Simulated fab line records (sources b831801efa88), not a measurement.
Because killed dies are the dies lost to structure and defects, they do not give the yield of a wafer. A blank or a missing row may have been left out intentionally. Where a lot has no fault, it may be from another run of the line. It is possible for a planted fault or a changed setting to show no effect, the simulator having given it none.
Struck lot and sound lot, side by side -- flow gf180mcu -- 15 steps out of a route of 602
Sound: wafers L156.3, L156.4, L156.5. The struck wafers were L155.4, L155.5, L155.6. At the end, the cause is stated.
Each step with rows lists, per side, the tool, then ch with its chambers, then its first start. Under that, the readings that differ: sound wafers -- struck wafers -- difference of the means -- sigmas: that difference in standard deviations of wafers without a fault.
alike: words and numbers the same on both sides, and readings whose means are apart by under 2 such deviations; not compared: readings that were withheld, readings missing a value for some wafer, numbers with overlapping values and no deviation given by the record, and bounds like >300 which may hide the same value.
The two part at a step that has a row with sigmas, a row that says differs or no value, or rows on one side only. Numbers that have no deviation but don't overlap get no sigmas and don't part them. Lack of a reading on every wafer of one side parts them only where that side has two or more wafers.

GF_PASSIVATION_CVD_00: deposits SiO2 from TEOS, target thk 1000 nm, time 111.95 s.
  sound on pecvd-02 ch 0,1,2, day 32 03:28; struck on pecvd-01 ch 0,1, day 31 21:19
  alike: heater power w
GF_PASSIVATION_THK_MEAS_01:
  struck on film metro-04, day 31 21:26; sound on film metro-01, day 32 03:34
  alike: PASSIVATION_CVD_00_THK
GF_PASSIVATION_CVD_02: deposits Si3N4, target thk 700 nm, time 486.18 s.
  sound on pecvd-04 ch 0,2, day 32 03:36; struck on pecvd-04 ch 0,1,2, day 31 21:36
  alike: heater power w
GF_PASSIVATION_THK_MEAS_03:
  struck on film metro-04, day 31 21:46; sound on film metro-04, day 32 03:54
  alike: PASSIVATION_CVD_02_THK
then, 7 steps without rows for these wafers: GF_PASSIVATION_DEHYDRATE_04 (time 60 s); GF_PASSIVATION_HMDS_05 (prime time 60 s); GF_PASSIVATION_COAT_06 (resist thk 4000 nm); GF_PASSIVATION_SOFTBAKE_07; GF_PASSIVATION_EXPOSE_08 (exposes mask Pad, target cd 40000 nm); GF_PASSIVATION_PEB_09; GF_PASSIVATION_DEVELOP_10 (develop time 60 s).
GF_PASSIVATION_ETCH_11: etches the open film in CF4/O2, stops on TiN, target depth 1800 nm, time 400 s.
  sound on rie diel-01 ch 0,1,2, day 32 19:37; struck on rie diel-04 ch 0,3, day 32 14:01
reading,sound,struck,difference,sigmas
drypump motor current A (A),6.2 6.6 6.3,5.2 5.2 5.2,-1.2,-3
  alike: O2_flow_sccm, cf4 flow sccm, oes product au, throttle valve pct
  not compared: rf hours counter h
GF_PASSIVATION_STRIP_12: strips in O2/N2.
  sound on plasma asher-04 ch 0,1, day 32 19:53; struck on plasma asher-02 ch 0,1, day 32 14:17
  no value came back on the struck wafers for any of 5 readings (chamber pressure mTorr (mTorr), drypump motor current A (A) and others); on the sound wafers chamber pressure mTorr (mTorr) reads 1500.3 1498.8 1501.1
reading,sound,struck,difference,sigmas
model.coat_of_PASSIVATION_COAT_06.thk nm (nm),0 0 0,2820 2824 2823,+2822,
  not compared: rf hours counter h
then, 1 step without rows for these wafers: GF_PASSIVATION_ANNEAL_13 (time 1800 s).
GF_PASSIVATION_BOW_MEAS_14:
  struck on film metro-03, day 32 15:55; sound on film metro-03, day 32 21:29
reading,sound,struck,difference,sigmas
PASSIVATION_BOW (um),145 155 153,118 113 127,-32,-3
  not compared: hold

## WHERE THEY PART
Earliest at GF_PASSIVATION_ETCH_11; latest, in this record, at GF_PASSIVATION_BOW_MEAS_14.

WHY: what had been put in by the simulator
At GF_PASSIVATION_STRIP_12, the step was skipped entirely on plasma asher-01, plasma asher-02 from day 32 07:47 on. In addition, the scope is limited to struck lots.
